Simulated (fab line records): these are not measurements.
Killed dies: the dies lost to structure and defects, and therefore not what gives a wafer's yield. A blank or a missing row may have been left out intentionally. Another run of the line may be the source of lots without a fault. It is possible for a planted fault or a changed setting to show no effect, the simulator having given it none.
fab line records | flow gf180mcu
[record] lots = 12 wafers = 36 last_day = 34
route steps=602 shown CONTACT@291 M1@318
lots with no fault: from the same line, run without faults
start_h: the number of hours between the record's first day and the start of the first shown wafer of the lot | wait_h: hours from the lot's prior step to this one | " repeats the value in the row above | L1.1+2: a row that stands for several wafers | - no value, or no start was given | * or withheld: withheld | < > ~ a bound
route shown NAME@n: names a module that has steps shown in the file, with the first one's number in the route | usual: mean/standard deviation of fault-free wafers | same: alike in all rows | chamber/n: place in a boat | sites: per-site readings | _std_site: the values' standard deviation | _edge_site: inner sites' mean taken away from outer sites' mean | radius_mm: how far each site lies from the wafer's centre | mask NAME#n: copy n | behind: the last tool/chamber to shape the wafer | hold: reason for holding the lot/hours on hold/outcome of the hold | device: whichever transistor did not switch (one of n, p or np) | end of line: tests run on the same wafers once the route is complete | for a step that has no rows: nothing shown but its recipe | killed: dies that structure and defects cost at the first sort, which is not the same as the wafer's yield | map: a wafer's dies, marking killed ones x, the rest . and places with no die _
set.NAME: the run value of the setting; set.NAME@STEP: its run value at that earlier step | model.NAME: the simulator's own value behind a step, which no gauge read
a sample of lots followed through the steps of the route, with each step as a table and each wafer as a row
services: from which hour (start_h, from the record's first day; less than 0 if before it) a tool's chamber was out of use, for how many hours, and why
[[steps]]
[step GF_CONTACT_CMP_04]
[recipe] material = SiO2 down_force_psi = 4 platen_rpm = 60 pad_velocity_m_s = 0.94248
[usual] head_pressure_psi = 4.000/0.0077 motor_current_A = 12.3/1.3 time_to_endpoint_s = 111/5.4
// columns lot.wafer tool chamber start_h wait_h head_pressure_psi motor_current_A time_to_endpoint_s
L417.2 cmp-02 3 361.37 0.0 4.006 10.6 113
L417.1 " 1 " " 4.004 12.0 113
L417.6 " 0 " " 4.000 13.1 115
L420.3 cmp-02 1 393.45 0.2 4.002 11.5 111
L420.6 " 2 " " 4.012 14.9 114
L420.5 " 3 " " 3.991 10.8 124
L421.2 cmp-01 3 402.70 0.1 3.979 12.6 113
L421.3 " 1 " " 4.005 12.2 107
L421.5 " 3 " " 3.992 12.7 117
L425.4 cmp-01 2 440.44 0.1 4.008 11.0 121
L425.1 " 3 " " 4.013 11.6 110
L425.5 " 1 " " 4.001 12.1 117
L427.1 cmp-02 2 450.24 0.2 3.997 14.0 112
L427.4 " 1 " " 4.009 11.6 121
L427.6 " 3 " " 4.011 11.0 123
L429.3 cmp-01 1 464.75 0.2 3.997 11.9 103
L429.5 " 2 " " 4.001 11.2 112
L429.6 " 3 " " 3.996 11.7 109
L430.3 cmp-02 2 490.95 0.0 4.002 15.5 100
L430.1 " 0 " " 3.996 13.1 99
L430.6 " 2 " " 3.989 14.3 107
L432.4 cmp-01 2 502.36 0.1 3.993 10.4 118
L432.2 " 0 " " 4.012 13.7 108
L432.5 " 1 " " 3.979 11.4 109
L434.2 cmp-01 3 510.34 0.1 4.004 12.4 102
L434.6 " 1 " " 3.982 11.6 107
L434.5 " 2 " " 3.995 10.8 114
L435.3 cmp-01 1 519.45 0.0 4.007 12.0 112
L435.1 " 3 " " 4.005 11.7 106
L435.4 " 0 " " 4.004 14.0 115
L436.3 cmp-01 0 524.84 0.0 3.994 13.6 105
L436.1 " 2 " " 3.993 10.8 112
L436.4 " 3 " " 3.992 12.5 115
L437.3 cmp-02 1 527.63 0.0 3.992 12.2 107
L437.1 " 0 " " 3.996 13.2 101
L437.6 " 1 " " 3.999 11.8 103
[step GF_CONTACT_CVD_24]
[recipe] material = W target_thk_nm = 300 time_s = 90.339 temp_c = 400 pressure_torr = 40
[usual] heater_power_w = 785/44
// columns lot.wafer tool chamber start_h wait_h heater_power_w
L417.1 cvd_w-01 0 384.95 0.0 725
L417.2 " 1 " " 833
L417.6 " 0 " " 723
L420.3 cvd_w-02 1 417.57 0.1 770
L420.5 " 1 " " 750
L420.6 " 0 " " 789
L421.2 cvd_w-01 0 427.35 0.0 720
L421.3 " 0 " " 733
L421.5 " 1 " " 833
L425.1 cvd_w-02 0 465.45 0.0 795
L425.4 " 1 " " 774
L425.5 " 1 " " 778
L427.1 cvd_w-02 0 475.49 0.0 768
L427.4 " 1 " " 777
L427.6 " 1 " " 767
L429.3 cvd_w-01 0 489.88 0.1 726
L429.5 " 1 " " 820
L429.6 " 0 " " 740
L430.1 cvd_w-01 1 515.18 0.0 836
L430.3 " 0 " " 726
L430.6 " 0 " " 723
L432.2 cvd_w-01 1 526.63 0.0 817
L432.4 " 0 " " 727
L432.5 " 1 " " 826
L434.2 cvd_w-01 0 534.13 0.0 738
L434.5 " 0 " " 701
L434.6 " 1 " " 855
L435.1 cvd_w-01 0 543.44 0.0 727
L435.3 " 0 " " 736
L435.4 " 1 " " 833
L436.1 cvd_w-02 1 548.58 0.0 759
L436.3 " 1 " " 777
L436.4 " 0 " " 801
L437.1 cvd_w-02 0 550.74 0.0 817
L437.3 " 0 " " 777
L437.6 " 0 " " 805
[step GF_CONTACT_RS_MEAS_25]
[recipe] thk_meas_gauge = four-point-probe reads = W_of_CONTACT_CVD_24+TiN_of_CONTACT_SPUTTER_23+Ti_of_CONTACT_SPUTTER_22
[usual] CONTACT_W_RS = 0.380/0.0035
// columns lot.wafer tool chamber start_h wait_h CONTACT_W_RS[ohm/sq]
L417.1 film_metro-01 - 385.05 0.1 0.377
L417.2 " - " " 0.376
L417.6 " - " " 0.382
L420.3 film_metro-04 - 417.68 0.1 0.378
L420.5 " - " " 0.376
L420.6 " - " " 0.378
L421.2 film_metro-01 - 427.47 0.1 0.386
L421.3 " - " " 0.382
L421.5 " - " " 0.384
L425.1 film_metro-01 - 465.55 0.1 0.573
L425.4 " - " " 0.563
L425.5 " - " " 0.564
L427.1 film_metro-04 - 475.59 0.1 0.566
L427.4 " - " " 0.562
L427.6 " - " " 0.567
L429.3 film_metro-02 - 489.98 0.1 0.378
L429.5 " - " " 0.379
L429.6 " - " " 0.374
L430.1 film_metro-02 - 515.28 0.1 0.383
L430.3 " - " " 0.383
L430.6 " - " " 0.384
L432.2 film_metro-01 - 526.76 0.1 0.378
L432.4 " - " " 0.380
L432.5 " - " " 0.378
L434.2 film_metro-02 - 534.26 0.1 0.382
L434.5 " - " " 0.383
L434.6 " - " " 0.379
L435.1 film_metro-01 - 543.54 0.1 0.375
L435.3 " - " " 0.378
L435.4 " - " " 0.377
L436.1 film_metro-02 - 548.68 0.1 0.379
L436.3 " - " " 0.379
L436.4 " - " " 0.376
L437.1 film_metro-01 - 550.84 0.1 0.379
L437.3 " - " " 0.380
L437.6 " - " " 0.379
[step GF_CONTACT_THK_MEAS_26]
[recipe] thk_meas_gauge = xrf reads = W_of_CONTACT_CVD_24
[usual] CONTACT_W_THK = 304/4.4
// columns lot.wafer tool chamber start_h wait_h CONTACT_W_THK[nm]
L417.1 film_metro-01 - 385.17 0.1 304
L417.2 " - " " 303
L417.6 " - " " 300
L420.3 film_metro-04 - 417.78 0.1 305
L420.5 " - " " 304
L420.6 " - " " 305
L421.2 film_metro-01 - 427.58 0.1 297
L421.3 " - " " 301
L421.5 " - " " 299
L425.1 film_metro-01 - 465.67 0.1 200
L425.4 " - " " 204
L425.5 " - " " 203
L427.1 film_metro-04 - 475.71 0.1 207
L427.4 " - " " 208
L427.6 " - " " 205
L429.3 film_metro-02 - 490.08 0.1 310
L429.5 " - " " 308
L429.6 " - " " 313
L430.1 film_metro-02 - 515.40 0.1 311
L430.3 " - " " 309
L430.6 " - " " 309
L432.2 film_metro-01 - 526.87 0.1 303
L432.4 " - " " 299
L432.5 " - " " 301
L434.2 film_metro-02 - 534.37 0.1 308
L434.5 " - " " 306
L434.6 " - " " 309
L435.1 film_metro-01 - 543.66 0.1 306
L435.3 " - " " 304
L435.4 " - " " 306
L436.1 film_metro-02 - 548.80 0.1 310
L436.3 " - " " 308
L436.4 " - " " 314
L437.1 film_metro-01 - 550.96 0.1 302
L437.3 " - " " 304
L437.6 " - " " 303
[step GF_CONTACT_CMP_27]
[recipe] stop_on = SiO2 down_force_psi = 3.5 platen_rpm = 60 t_overpolish_s = 15 target_thk_nm = 0 pad_velocity_m_s = 0.94248
[usual] head_pressure_psi = 3.500/0.0071 motor_current_A = 11.5/1.3 time_to_endpoint_s = 73/3.3
// columns lot.wafer tool chamber start_h wait_h head_pressure_psi motor_current_A time_to_endpoint_s
L417.2 cmp-02 2 385.28 0.1 3.495 13.5 71
L417.1 " 0 " " 3.506 11.9 69
L417.6 " 1 " " 3.509 10.7 73
L420.3 cmp-01 1 417.87 0.1 3.507 10.9 73
L420.5 " 0 " " 3.511 12.7 72
L420.6 " 1 " " 3.498 10.7 74
L421.3 cmp-02 1 427.68 0.1 3.492 10.9 75
L421.2 " 2 " " 3.510 12.8 74
L421.5 " 0 " " 3.514 12.0 74
L425.1 cmp-01 1 465.78 0.1 3.508 10.8 43
L425.4 " 3 " " 3.500 10.9 49
L425.5 " 0 " " 3.503 12.8 44
L427.4 cmp-02 2 475.82 0.1 3.494 13.4 48
L427.1 " 3 " " 3.492 9.9 48
L427.6 " 2 " " 3.506 14.0 46
L429.3 cmp-02 3 490.27 0.2 3.505 9.2 78
L429.6 " 0 " " 3.499 11.6 71
L429.5 " 1 " " 3.502 10.7 69
L430.1 cmp-01 0 515.61 0.2 3.489 12.8 71
L430.3 " 2 " " 3.494 10.9 75
L430.6 " 0 " " 3.517 12.5 73
L432.4 cmp-02 3 526.97 0.1 3.499 9.5 72
L432.2 " 0 " " 3.518 12.1 64
L432.5 " 2 " " 3.508 13.5 68
L434.2 cmp-01 2 534.57 0.2 3.490 10.5 81
L434.5 " 3 " " 3.498 11.4 77
L434.6 " 0 " " 3.508 12.1 78
L435.4 cmp-02 3 543.72 0.0 3.503 10.2 72
L435.3 " 0 " " 3.494 11.9 65
L435.1 " 2 " " 3.498 13.5 70
L436.3 cmp-02 1 548.86 0.0 3.498 10.7 73
L436.4 " 3 " " 3.498 10.3 74
L436.1 " 0 " " 3.503 12.2 68
L437.3 cmp-02 2 551.11 0.1 3.502 13.3 72
L437.1 " 3 " " 3.508 9.9 76
L437.6 " 1 " " 3.505 10.8 73
[step GF_M1_SPUTTER_03]
[recipe] material = Ti target_thk_nm = 10 substrate_temp_c = 300 chamber_pressure_pa = 0.3 power_w = 3000 time_s = 6.7
[usual] throttle_valve_pct = 29.9/0.78
// columns lot.wafer tool chamber start_h wait_h throttle_valve_pct
L417.1 pvd_sputter-02 - 385.69 0.0 30.0
L417.2 " - " " 28.5
L417.6 " - " " 28.6
L420.3 pvd_sputter-03 - 418.28 0.0 31.0
L420.5 " - " " 29.5
L420.6 " - " " 31.2
L421.2 pvd_sputter-04 - 428.09 0.0 30.1
L421.3 " - " " 31.2
L421.5 " - " " 30.3
L425.1 pvd_sputter-03 - 466.19 0.0 31.1
L425.4 " - " " 29.6
L425.5 " - " " 30.0
L427.1 pvd_sputter-02 - 476.23 0.0 30.9
L427.4 " - " " 29.6
L427.6 " - " " 30.4
L429.3 pvd_sputter-03 - 490.58 0.0 29.5
L429.5 " - " " 30.1
L429.6 " - " " 31.1
L430.1 pvd_sputter-02 - 516.07 0.0 30.4
L430.3 " - " " 30.4
L430.6 " - " " 30.5
L432.2 pvd_sputter-04 - 527.38 0.0 29.9
L432.4 " - " " 31.1
L432.5 " - " " 31.4
L434.2 pvd_sputter-02 - 534.88 0.0 28.5
L434.5 " - " " 30.0
L434.6 " - " " 30.7
L435.1 pvd_sputter-02 - 544.18 0.0 30.1
L435.3 " - " " 30.4
L435.4 " - " " 28.4
L436.1 pvd_sputter-03 - 549.33 0.0 30.1
L436.3 " - " " 31.2
L436.4 " - " " 29.2
L437.1 pvd_sputter-03 - 551.52 0.0 31.1
L437.3 " - " " 29.7
L437.6 " - " " 29.7
[step GF_M1_RS_MEAS_05]
[recipe] thk_meas_gauge = four-point-probe reads = TiN_of_M1_SPUTTER_04+Ti_of_M1_SPUTTER_03+AlCu_of_M1_SPUTTER_02+TiN_of_M1_SPUTTER_01+Ti_of_M1_SPUTTER_00
[usual] M1_ALCU_RS = 0.0695/0.00067
// columns lot.wafer tool chamber start_h wait_h M1_ALCU_RS[ohm/sq]
L417.1 film_metro-01 - 385.75 0.0 0.0691
L417.2 " - " " 0.0688
L417.6 " - " " 0.0690
L420.3 film_metro-02 - 418.38 0.1 0.0691
L420.5 " - " " 0.0700
L420.6 " - " " 0.0695
L421.2 film_metro-03 - 428.17 0.0 0.0688
L421.3 " - " " 0.0697
L421.5 " - " " 0.0682
L425.1 film_metro-01 - 466.25 0.0 0.0689
L425.4 " - " " 0.0684
L425.5 " - " " 0.0696
L427.1 film_metro-02 - 476.29 0.0 0.0699
L427.4 " - " " 0.0705
L427.6 " - " " 0.0697
L429.3 film_metro-02 - 490.68 0.1 0.0691
L429.5 " - " " 0.0700
L429.6 " - " " 0.0695
L430.1 film_metro-03 - 516.13 0.0 0.0684
L430.3 " - " " 0.0695
L430.6 " - " " 0.0687
L432.2 film_metro-03 - 527.46 0.0 0.0704
L432.4 " - " " 0.0707
L432.5 " - " " 0.0706
L434.2 film_metro-01 - 534.96 0.0 0.0698
L434.5 " - " " 0.0699
L434.6 " - " " 0.0687
L435.1 film_metro-03 - 544.24 0.0 0.0697
L435.3 " - " " 0.0687
L435.4 " - " " 0.0699
L436.1 film_metro-03 - 549.39 0.0 0.0707
L436.3 " - " " 0.0702
L436.4 " - " " 0.0712
L437.1 film_metro-01 - 551.58 0.0 0.0701
L437.3 " - " " 0.0703
L437.6 " - " " 0.0693
[[services]]
// columns tool chamber start_h hours kind
pvd_sputter-03 - 338.83 8.3 repair
pvd_sputter-02 - 349.09 4.2 repair
cmp-01 - 362.58 18.1 pm
cvd_w-02 0 364.09 22.4 repair
cmp-02 - 369.81 0.4 repair
cvd_w-01 - 374.35 2.8 pm
cvd_w-01 - 386.80 0.5 repair
cvd_w-02 - 390.00 14.0 pm
cmp-01 - 391.03 1.2 repair
cmp-01 - 392.26 4.7 pm
cmp-02 - 404.13 4.0 pm
cmp-02 - 408.13 - consumable_replace:conditioner
cmp-02 - 408.13 - consumable_replace:pad
cmp-02 - 412.29 1.5 repair
cvd_w-01 - 412.37 1.5 repair
cmp-01 - 445.80 5.2 pm
cmp-02 - 452.74 1.4 repair
cmp-01 - 453.23 1.7 repair
pvd_sputter-02 - 479.58 3.5 repair
pvd_sputter-03 - 485.97 0.5 repair
pvd_sputter-02 - 500.48 1.1 repair
cmp-02 - 500.90 5.3 pm
pvd_sputter-02 - 506.28 4.6 repair
cmp-02 - 506.98 11.1 repair
[[key]]
[first_sign] step = GF_CONTACT_RS_MEAS_25 reading = CONTACT_W_RS direction = up sigmas = 53 usual = 0.380 struck = 0.566
[effect] step = GF_CONTACT_THK_MEAS_26 reading = CONTACT_W_THK direction = down sigmas = 23 usual = 304 struck = 204
[effect] step = GF_CONTACT_CMP_27 reading = time_to_endpoint_s direction = down sigmas = 7.9 usual = * struck = *
met_at GF_CONTACT_CVD_24
struck_lots L425,L427
tester_left_out L425,L427
not_acting_at GF_CONTACT_CMP_04,GF_M1_SPUTTER_03,GF_M1_RS_MEAS_05
onset_between 417.57 465.45
[fault] kind = process_parameter_drift tool = cvd_w-02 chamber = - onset_h = 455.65 steps = GF_CONTACT_CVD_24 channel = target_thk_nm offset = -99.405 shape = step end_h = 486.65 acts_in = these_recipes_only stated = 300
// tester_left_out: of these lots the tester's yield and bins aren't shown, on N5 and GAA mostly nor the transistor test; their killed dies are dies lost to structure and defects alone, not to doping, threshold or leakage, so they don't give the yield
